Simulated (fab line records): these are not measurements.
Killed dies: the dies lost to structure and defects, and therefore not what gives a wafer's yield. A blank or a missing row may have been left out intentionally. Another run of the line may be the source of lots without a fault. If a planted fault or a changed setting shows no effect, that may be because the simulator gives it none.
fab line records :: flow sfq_line
[record]
  lots = 6
  wafers = 18
  last_day = 95
route steps=325 shown I5@232 C5@240
lots that met no fault: taken from a fault-free run of the same line
start_h: hours from the record's opening day to when the first of the lot's shown wafers began :: wait_h: how many hours have passed since the lot's step before this one :: " as in the row above :: L1.1+2: a row that stands for several wafers :: - no value, or no start given :: * or withheld: withheld :: < > ~ a bound
route shown NAME@n: names a module that has steps shown in the file, with the first one's number in the route :: usual: mean/standard deviation taken from wafers without a fault :: same: alike in all rows :: chamber/n: place in a boat :: sites: per-site readings :: _std_site: their standard deviation :: _edge_site: the outer-site mean with the inner-site mean subtracted :: radius_mm: how far each site lies from the wafer's centre :: mask NAME#n: copy n :: behind: the most recent tool/chamber to have shaped the wafer :: hold: the reason the lot was held/the length of the hold in hours/how it ended :: device: names the non-switching transistor (n, p or np) :: end of line: the route-end tests of the same wafers :: a step with no rows: only its recipe :: killed: not the wafer's yield, but the dies lost to structure and defects at the first sort :: map: a wafer's dies, x killed, . not, _ none there
set.NAME: the setting that was run; set.NAME@STEP: the one run at that earlier step :: model.NAME: the simulator's own value behind a step, which no gauge read
lots seen at some steps along the route; tables by step, rows by wafer
services: from which hour (start_h, from the record's first day; less than 0 if before it) a tool's chamber was out of use, for how many hours, and why
[[steps]]
[step SFQ_TRILAYER_I5_LITHO_EXPOSE_145]
[recipe]
  mask_id = I5
  na = 0.6
  source_shape = conventional
  sigma_outer = 0.65
  target_cd_nm = 700
  dose_mj = 21.3
[step SFQ_TRILAYER_I5_LITHO_PEB_147]
[recipe]
  peb_temp_c = 115
  peb_time_s = 60
  resist = KrF
[step SFQ_TRILAYER_I5_LITHO_DEVELOP_146]
[recipe]
  time_s = 60
  resist = KrF
[step SFQ_I5_OVL_MEAS_936]
[usual]
  I5_OVL = -2/5.4
lot.wafer: L394.1
tool: overlay-01
chamber: -
start_h: 1531.01
wait_h: 0.1
I5_OVL[nm]: -2

lot.wafer: L394.2
tool: overlay-01
chamber: -
start_h: 1531.01
wait_h: 0.1
I5_OVL[nm]: -2

lot.wafer: L394.5
tool: overlay-01
chamber: -
start_h: 1531.01
wait_h: 0.1
I5_OVL[nm]: 5

lot.wafer: L399.1
tool: overlay-02
chamber: -
start_h: 1716.70
wait_h: 0.1
I5_OVL[nm]: -2

lot.wafer: L399.2
tool: overlay-02
chamber: -
start_h: 1716.70
wait_h: 0.1
I5_OVL[nm]: -4

lot.wafer: L399.3
tool: overlay-02
chamber: -
start_h: 1716.70
wait_h: 0.1
I5_OVL[nm]: -7

lot.wafer: L408.3
tool: overlay-02
chamber: -
start_h: 1763.45
wait_h: 0.1
I5_OVL[nm]: -13

lot.wafer: L408.4
tool: overlay-02
chamber: -
start_h: 1763.45
wait_h: 0.1
I5_OVL[nm]: -5

lot.wafer: L408.5
tool: overlay-02
chamber: -
start_h: 1763.45
wait_h: 0.1
I5_OVL[nm]: -11

lot.wafer: L409.3
tool: overlay-02
chamber: -
start_h: 1768.25
wait_h: 0.1
I5_OVL[nm]: 2

lot.wafer: L409.4
tool: overlay-02
chamber: -
start_h: 1768.25
wait_h: 0.1
I5_OVL[nm]: -3

lot.wafer: L409.5
tool: overlay-02
chamber: -
start_h: 1768.25
wait_h: 0.1
I5_OVL[nm]: 4

lot.wafer: L415.1
tool: overlay-02
chamber: -
start_h: 1797.88
wait_h: 0.1
I5_OVL[nm]: -6

lot.wafer: L415.2
tool: overlay-02
chamber: -
start_h: 1797.88
wait_h: 0.1
I5_OVL[nm]: -5

lot.wafer: L415.5
tool: overlay-02
chamber: -
start_h: 1797.88
wait_h: 0.1
I5_OVL[nm]: -2

lot.wafer: L416.2
tool: overlay-02
chamber: -
start_h: 1798.98
wait_h: 0.1
I5_OVL[nm]: -11

lot.wafer: L416.4
tool: overlay-02
chamber: -
start_h: 1798.98
wait_h: 0.1
I5_OVL[nm]: -8

lot.wafer: L416.5
tool: overlay-02
chamber: -
start_h: 1798.98
wait_h: 0.1
I5_OVL[nm]: -13
[step SFQ_TRILAYER_I5_BARC_OPEN_VIA_ETCH_200]
[recipe]
  mask_material = PR
  chemistry = O2
  target_depth_nm = 125
  target = BARC
  source_w = 500
  bias_w = 80
  pressure_mtorr = 30
  time_s = 41.7
[usual]
  drypump_motor_current_A = 5.5/0.51
  oes_product_au = 0.685/0.0048
lot.wafer: L394.1
tool: rie_diel-03
chamber: 3
start_h: 1531.04
wait_h: 0.0
drypump_motor_current_A: 5.9
oes_product_au: 0.693
rf_hours_counter_h: 4

lot.wafer: L394.2
tool: rie_diel-03
chamber: 0
start_h: 1531.04
wait_h: 0.0
drypump_motor_current_A: 5.6
oes_product_au: 0.684
rf_hours_counter_h: 11

lot.wafer: L394.5
tool: rie_diel-03
chamber: 0
start_h: 1531.04
wait_h: 0.0
drypump_motor_current_A: 5.7
oes_product_au: 0.685
rf_hours_counter_h: -

lot.wafer: L399.1
tool: rie_diel-03
chamber: 2
start_h: 1716.74
wait_h: 0.0
drypump_motor_current_A: 5.5
oes_product_au: 0.687
rf_hours_counter_h: 1

lot.wafer: L399.2
tool: rie_diel-03
chamber: 0
start_h: 1716.74
wait_h: 0.0
drypump_motor_current_A: 5.7
oes_product_au: 0.681
rf_hours_counter_h: 14

lot.wafer: L399.3
tool: rie_diel-03
chamber: 3
start_h: 1716.74
wait_h: 0.0
drypump_motor_current_A: 6.0
oes_product_au: 0.682
rf_hours_counter_h: 7

lot.wafer: L408.3
tool: rie_diel-01
chamber: 2
start_h: 1763.47
wait_h: 0.0
drypump_motor_current_A: 6.0
oes_product_au: 0.688
rf_hours_counter_h: 13

lot.wafer: L408.4
tool: rie_diel-01
chamber: 0
start_h: 1763.47
wait_h: 0.0
drypump_motor_current_A: 5.4
oes_product_au: 0.690
rf_hours_counter_h: 15

lot.wafer: L408.5
tool: rie_diel-01
chamber: 3
start_h: 1763.47
wait_h: 0.0
drypump_motor_current_A: 5.7
oes_product_au: 0.672
rf_hours_counter_h: -

lot.wafer: L409.3
tool: rie_diel-03
chamber: 3
start_h: 1768.27
wait_h: 0.0
drypump_motor_current_A: 5.9
oes_product_au: 0.679
rf_hours_counter_h: 8

lot.wafer: L409.4
tool: rie_diel-03
chamber: 2
start_h: 1768.27
wait_h: 0.0
drypump_motor_current_A: 5.5
oes_product_au: 0.684
rf_hours_counter_h: 2

lot.wafer: L409.5
tool: rie_diel-03
chamber: 2
start_h: 1768.27
wait_h: 0.0
drypump_motor_current_A: 5.5
oes_product_au: 0.685
rf_hours_counter_h: -

lot.wafer: L415.1
tool: rie_diel-04
chamber: 1
start_h: 1797.91
wait_h: 0.0
drypump_motor_current_A: 5.6
oes_product_au: 0.676
rf_hours_counter_h: 17

lot.wafer: L415.2
tool: rie_diel-04
chamber: 2
start_h: 1797.91
wait_h: 0.0
drypump_motor_current_A: 4.7
oes_product_au: 0.680
rf_hours_counter_h: 2

lot.wafer: L415.5
tool: rie_diel-04
chamber: 0
start_h: 1797.91
wait_h: 0.0
drypump_motor_current_A: 6.6
oes_product_au: 0.679
rf_hours_counter_h: -

lot.wafer: L416.2
tool: rie_diel-03
chamber: 2
start_h: 1799.01
wait_h: 0.0
drypump_motor_current_A: 5.6
oes_product_au: 0.681
rf_hours_counter_h: 3

lot.wafer: L416.4
tool: rie_diel-03
chamber: 1
start_h: 1799.01
wait_h: 0.0
drypump_motor_current_A: 5.7
oes_product_au: 0.685
rf_hours_counter_h: 20

lot.wafer: L416.5
tool: rie_diel-03
chamber: 0
start_h: 1799.01
wait_h: 0.0
drypump_motor_current_A: 5.6
oes_product_au: 0.684
rf_hours_counter_h: -
[step SFQ_TRILAYER_I5_ETCH_VIA_ETCH_147]
[recipe]
  stop_on = Nb
  mask_material = PR
  chemistry = CHF3
  target_depth_nm = 360
  source_w = 500
  bias_w = 80
  pressure_mtorr = 30
  time_s = withheld
[usual]
  drypump_motor_current_A = 5.5/0.51
  oes_product_au = 0.991/0.0053
lot.wafer: L394.1
tool: rie_diel-03
chamber: 3
start_h: 1531.08
wait_h: 0.0
drypump_motor_current_A: 5.9
oes_product_au: 0.986

lot.wafer: L394.2
tool: rie_diel-03
chamber: 0
start_h: 1531.08
wait_h: 0.0
drypump_motor_current_A: 5.6
oes_product_au: 0.990

lot.wafer: L394.5
tool: rie_diel-03
chamber: 0
start_h: 1531.08
wait_h: 0.0
drypump_motor_current_A: 5.7
oes_product_au: 0.994

lot.wafer: L399.1
tool: rie_diel-03
chamber: 2
start_h: 1716.78
wait_h: 0.0
drypump_motor_current_A: 5.5
oes_product_au: 0.994

lot.wafer: L399.2
tool: rie_diel-03
chamber: 0
start_h: 1716.78
wait_h: 0.0
drypump_motor_current_A: 5.7
oes_product_au: 0.996

lot.wafer: L399.3
tool: rie_diel-03
chamber: 3
start_h: 1716.78
wait_h: 0.0
drypump_motor_current_A: 5.9
oes_product_au: 0.992

lot.wafer: L408.3
tool: rie_diel-01
chamber: 2
start_h: 1763.51
wait_h: 0.0
drypump_motor_current_A: 6.0
oes_product_au: 0.994

lot.wafer: L408.4
tool: rie_diel-01
chamber: 0
start_h: 1763.51
wait_h: 0.0
drypump_motor_current_A: 5.4
oes_product_au: 0.991

lot.wafer: L408.5
tool: rie_diel-01
chamber: 3
start_h: 1763.51
wait_h: 0.0
drypump_motor_current_A: 5.7
oes_product_au: 0.995

lot.wafer: L409.3
tool: rie_diel-03
chamber: 3
start_h: 1768.31
wait_h: 0.0
drypump_motor_current_A: 5.9
oes_product_au: 0.995

lot.wafer: L409.4
tool: rie_diel-03
chamber: 2
start_h: 1768.31
wait_h: 0.0
drypump_motor_current_A: 5.5
oes_product_au: 0.981

lot.wafer: L409.5
tool: rie_diel-03
chamber: 2
start_h: 1768.31
wait_h: 0.0
drypump_motor_current_A: 5.6
oes_product_au: 0.989

lot.wafer: L415.1
tool: rie_diel-04
chamber: 1
start_h: 1797.95
wait_h: 0.0
drypump_motor_current_A: 5.6
oes_product_au: 0.999

lot.wafer: L415.2
tool: rie_diel-04
chamber: 2
start_h: 1797.95
wait_h: 0.0
drypump_motor_current_A: 4.7
oes_product_au: 0.991

lot.wafer: L415.5
tool: rie_diel-04
chamber: 0
start_h: 1797.95
wait_h: 0.0
drypump_motor_current_A: 6.6
oes_product_au: 0.995

lot.wafer: L416.2
tool: rie_diel-03
chamber: 2
start_h: 1799.05
wait_h: 0.0
drypump_motor_current_A: 5.6
oes_product_au: 0.983

lot.wafer: L416.4
tool: rie_diel-03
chamber: 1
start_h: 1799.05
wait_h: 0.0
drypump_motor_current_A: 5.7
oes_product_au: 0.995

lot.wafer: L416.5
tool: rie_diel-03
chamber: 0
start_h: 1799.05
wait_h: 0.0
drypump_motor_current_A: 5.7
oes_product_au: 0.988
[step SFQ_TRILAYER_I5_STRIP_STRIP_148]
[recipe]
  gas = O2
  power_w = 200
  platen_temp_c = 40
  overash_fraction = 0.65
  chemistry = O2
  pressure_mtorr = 50
[usual]
  drypump_motor_current_A = 5.6/0.33
  oes_product_au = 1.002/0.0083
lot.wafer: L394.1
tool: rie_metal-03
chamber: 0
start_h: 1531.23
wait_h: -
drypump_motor_current_A: 5.4
oes_product_au: 1.007
rf_hours_counter_h: 40

lot.wafer: L394.2
tool: rie_metal-03
chamber: 1
start_h: 1531.23
wait_h: -
drypump_motor_current_A: 5.3
oes_product_au: 0.993
rf_hours_counter_h: 29

lot.wafer: L394.5
tool: rie_metal-03
chamber: 0
start_h: 1531.23
wait_h: -
drypump_motor_current_A: 5.4
oes_product_au: 1.009
rf_hours_counter_h: -

lot.wafer: L399.1
tool: rie_metal-01
chamber: 0
start_h: 1716.93
wait_h: -
drypump_motor_current_A: 5.8
oes_product_au: 1.001
rf_hours_counter_h: 88

lot.wafer: L399.2
tool: rie_metal-01
chamber: 1
start_h: 1716.93
wait_h: -
drypump_motor_current_A: 5.4
oes_product_au: 1.003
rf_hours_counter_h: 108

lot.wafer: L399.3
tool: rie_metal-01
chamber: 0
start_h: 1716.93
wait_h: -
drypump_motor_current_A: 5.9
oes_product_au: 1.004
rf_hours_counter_h: -

lot.wafer: L408.3
tool: rie_metal-03
chamber: 0
start_h: 1763.86
wait_h: -
drypump_motor_current_A: 5.4
oes_product_au: 1.003
rf_hours_counter_h: -

lot.wafer: L408.4
tool: rie_metal-03
chamber: 1
start_h: 1763.86
wait_h: -
drypump_motor_current_A: 5.3
oes_product_au: 0.991
rf_hours_counter_h: -

lot.wafer: L408.5
tool: rie_metal-03
chamber: 1
start_h: 1763.86
wait_h: -
drypump_motor_current_A: 5.3
oes_product_au: 0.981
rf_hours_counter_h: -

lot.wafer: L409.3
tool: rie_metal-03
chamber: 1
start_h: 1768.66
wait_h: -
drypump_motor_current_A: 5.3
oes_product_au: 0.986
rf_hours_counter_h: -

lot.wafer: L409.4
tool: rie_metal-03
chamber: 0
start_h: 1768.66
wait_h: -
drypump_motor_current_A: 5.3
oes_product_au: 1.001
rf_hours_counter_h: -

lot.wafer: L409.5
tool: rie_metal-03
chamber: 1
start_h: 1768.66
wait_h: -
drypump_motor_current_A: 5.3
oes_product_au: 0.989
rf_hours_counter_h: -

lot.wafer: L415.1
tool: rie_metal-01
chamber: 1
start_h: 1798.10
wait_h: -
drypump_motor_current_A: 5.5
oes_product_au: 1.018
rf_hours_counter_h: 121

lot.wafer: L415.2
tool: rie_metal-01
chamber: 0
start_h: 1798.10
wait_h: -
drypump_motor_current_A: 5.9
oes_product_au: 1.006
rf_hours_counter_h: 102

lot.wafer: L415.5
tool: rie_metal-01
chamber: 1
start_h: 1798.10
wait_h: -
drypump_motor_current_A: 5.5
oes_product_au: 1.004
rf_hours_counter_h: -

lot.wafer: L416.2
tool: rie_metal-02
chamber: 0
start_h: 1799.20
wait_h: -
drypump_motor_current_A: 5.4
oes_product_au: 0.997
rf_hours_counter_h: 101

lot.wafer: L416.4
tool: rie_metal-02
chamber: 1
start_h: 1799.20
wait_h: -
drypump_motor_current_A: 6.3
oes_product_au: 1.011
rf_hours_counter_h: -

lot.wafer: L416.5
tool: rie_metal-02
chamber: 1
start_h: 1799.20
wait_h: -
drypump_motor_current_A: 6.2
oes_product_au: 1.001
rf_hours_counter_h: -
[step SFQ_TRILAYER_I5_STRIP_SOLV_CLEAN_149]
[recipe]
  chemistry = NMP
  temp_c = 70
  time_s = 600
[step SFQ_TRILAYER_C5_LITHO_COAT_156]
[recipe]
  resist = BARC
  spin_rpm = 3000
  resist_thk_nm = 62
[step SFQ_TRILAYER_C5_LITHO_COAT_151]
[recipe]
  resist = KrF
  spin_rpm = 3000
  resist_thk_nm = 650
[step SFQ_TRILAYER_C5_LITHO_SOFTBAKE_155]
[recipe]
  temp_c = withheld
  time_s = withheld
  resist = KrF
[step SFQ_TRILAYER_C5_LITHO_EXPOSE_152]
[recipe]
  mask_id = C5
  na = 0.6
  source_shape = conventional
  sigma_outer = 0.65
  target_cd_nm = 500
  dose_mj = 21.3
[step SFQ_TRILAYER_C5_LITHO_PEB_154]
[recipe]
  peb_temp_c = 115
  peb_time_s = 60
  resist = KrF
[usual]
  chill_plate_temp_C = 23.00/0.099
  exhaust_pa = 45.1/0.86
  plate_temp_C = 114.97/0.12
lot.wafer: L394.1
tool: litho_track-04
chamber: 0
start_h: 1540.43
wait_h: 1.0
chill_plate_temp_C: 23.03
exhaust_pa: 44.7
plate_temp_C: 114.87

lot.wafer: L394.2
tool: litho_track-04
chamber: 0
start_h: 1540.43
wait_h: 1.0
chill_plate_temp_C: 23.03
exhaust_pa: 43.8
plate_temp_C: 115.04

lot.wafer: L394.5
tool: litho_track-04
chamber: 0
start_h: 1540.43
wait_h: 1.0
chill_plate_temp_C: 23.08
exhaust_pa: 43.8
plate_temp_C: 115.06

lot.wafer: L399.1
tool: litho_track-03
chamber: 0
start_h: 1810.68
wait_h: 1.0
chill_plate_temp_C: 23.05
exhaust_pa: 45.8
plate_temp_C: 115.13

lot.wafer: L399.2
tool: litho_track-03
chamber: 0
start_h: 1810.68
wait_h: 1.0
chill_plate_temp_C: 23.14
exhaust_pa: 45.1
plate_temp_C: 114.80

lot.wafer: L399.3
tool: litho_track-03
chamber: 0
start_h: 1810.68
wait_h: 1.0
chill_plate_temp_C: 23.02
exhaust_pa: 46.5
plate_temp_C: 115.04

lot.wafer: L408.3
tool: litho_track-03
chamber: -
start_h: 1851.53
wait_h: 0.7
chill_plate_temp_C: -
exhaust_pa: -
plate_temp_C: -

lot.wafer: L408.4
tool: litho_track-03
chamber: -
start_h: 1851.53
wait_h: 0.7
chill_plate_temp_C: -
exhaust_pa: -
plate_temp_C: -

lot.wafer: L408.5
tool: litho_track-03
chamber: -
start_h: 1851.53
wait_h: 0.7
chill_plate_temp_C: -
exhaust_pa: -
plate_temp_C: -

lot.wafer: L409.3
tool: litho_track-03
chamber: -
start_h: 1856.33
wait_h: 0.7
chill_plate_temp_C: -
exhaust_pa: -
plate_temp_C: -

lot.wafer: L409.4
tool: litho_track-03
chamber: -
start_h: 1856.33
wait_h: 0.7
chill_plate_temp_C: -
exhaust_pa: -
plate_temp_C: -

lot.wafer: L409.5
tool: litho_track-03
chamber: -
start_h: 1856.33
wait_h: 0.7
chill_plate_temp_C: -
exhaust_pa: -
plate_temp_C: -

lot.wafer: L415.1
tool: litho_track-01
chamber: 0
start_h: 1891.60
wait_h: 1.0
chill_plate_temp_C: 23.01
exhaust_pa: 46.1
plate_temp_C: 114.90

lot.wafer: L415.2
tool: litho_track-01
chamber: 0
start_h: 1891.60
wait_h: 1.0
chill_plate_temp_C: 23.03
exhaust_pa: 46.1
plate_temp_C: 115.04

lot.wafer: L415.5
tool: litho_track-01
chamber: 0
start_h: 1891.60
wait_h: 1.0
chill_plate_temp_C: 22.99
exhaust_pa: 46.3
plate_temp_C: 114.90

lot.wafer: L416.2
tool: litho_track-04
chamber: 0
start_h: 1892.82
wait_h: 0.8
chill_plate_temp_C: 22.98
exhaust_pa: 46.0
plate_temp_C: 115.05

lot.wafer: L416.4
tool: litho_track-04
chamber: 0
start_h: 1892.82
wait_h: 0.8
chill_plate_temp_C: 22.92
exhaust_pa: 45.5
plate_temp_C: 114.93

lot.wafer: L416.5
tool: litho_track-04
chamber: 0
start_h: 1892.82
wait_h: 0.8
chill_plate_temp_C: 23.13
exhaust_pa: 44.5
plate_temp_C: 115.04
[step SFQ_TRILAYER_C5_LITHO_DEVELOP_153]
[recipe]
  time_s = 60
  resist = KrF
[[services]]
tool: rie_diel-04
chamber: 2
start_h: 1542.09
hours: 8.0
kind: repair

tool: rie_diel-03
chamber: 2
start_h: 1560.16
hours: 5.5
kind: repair

tool: rie_diel-01
chamber: -
start_h: 1563.19
hours: 1.4
kind: repair

tool: rie_metal-03
chamber: -
start_h: 1581.35
hours: 2.8
kind: pm

tool: rie_diel-03
chamber: 1
start_h: 1617.87
hours: 7.2
kind: repair

tool: rie_diel-01
chamber: -
start_h: 1634.24
hours: 2.8
kind: pm

tool: rie_diel-01
chamber: 1
start_h: 1638.35
hours: 20.6
kind: repair

tool: rie_metal-03
chamber: 0
start_h: 1642.64
hours: 11.3
kind: repair

tool: rie_diel-03
chamber: 2
start_h: 1650.31
hours: 43.5
kind: repair

tool: rie_diel-03
chamber: 1
start_h: 1651.54
hours: 3.9
kind: repair

tool: rie_diel-03
chamber: 0
start_h: 1652.08
hours: 14.7
kind: repair

tool: rie_diel-04
chamber: 1
start_h: 1657.94
hours: 6.8
kind: repair

tool: rie_metal-01
chamber: -
start_h: 1697.98
hours: 1.4
kind: pm

tool: rie_diel-04
chamber: 3
start_h: 1723.94
hours: 7.1
kind: repair

tool: rie_diel-01
chamber: 0
start_h: 1725.24
hours: 8.0
kind: repair

tool: rie_metal-03
chamber: 1
start_h: 1740.91
hours: 10.2
kind: repair

tool: rie_metal-01
chamber: 1
start_h: 1755.90
hours: 3.2
kind: repair

tool: rie_diel-03
chamber: 0
start_h: 1769.48
hours: 28.8
kind: repair

tool: rie_diel-03
chamber: 2
start_h: 1781.72
hours: 13.5
kind: repair

tool: rie_diel-03
chamber: 3
start_h: 1782.74
hours: 8.1
kind: repair

tool: rie_diel-03
chamber: -
start_h: 1819.68
hours: 0.7
kind: repair

tool: rie_diel-01
chamber: 3
start_h: 1830.29
hours: 6.5
kind: repair

tool: rie_diel-03
chamber: -
start_h: 1832.58
hours: 1.0
kind: repair

tool: rie_diel-04
chamber: 1
start_h: 1850.63
hours: 3.5
kind: repair
[[key]]
[first_sign]
  step = SFQ_TRILAYER_C5_LITHO_PEB_154
  reading = tool_record
  direction = missing
effect none on later readings
met_at SFQ_TRILAYER_C5_LITHO_PEB_154
struck_wafers L408.3,L408.4,L408.5,L409.3,L409.4,L409.5
onset_between 1810.68 1851.53
[fault]
  kind = skipped_step_whole
  tool = litho_track-03
  chamber = -
  onset_h = 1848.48
  steps = SFQ_TRILAYER_C5_LITHO_PEB_154
  scope = struck_lots_only
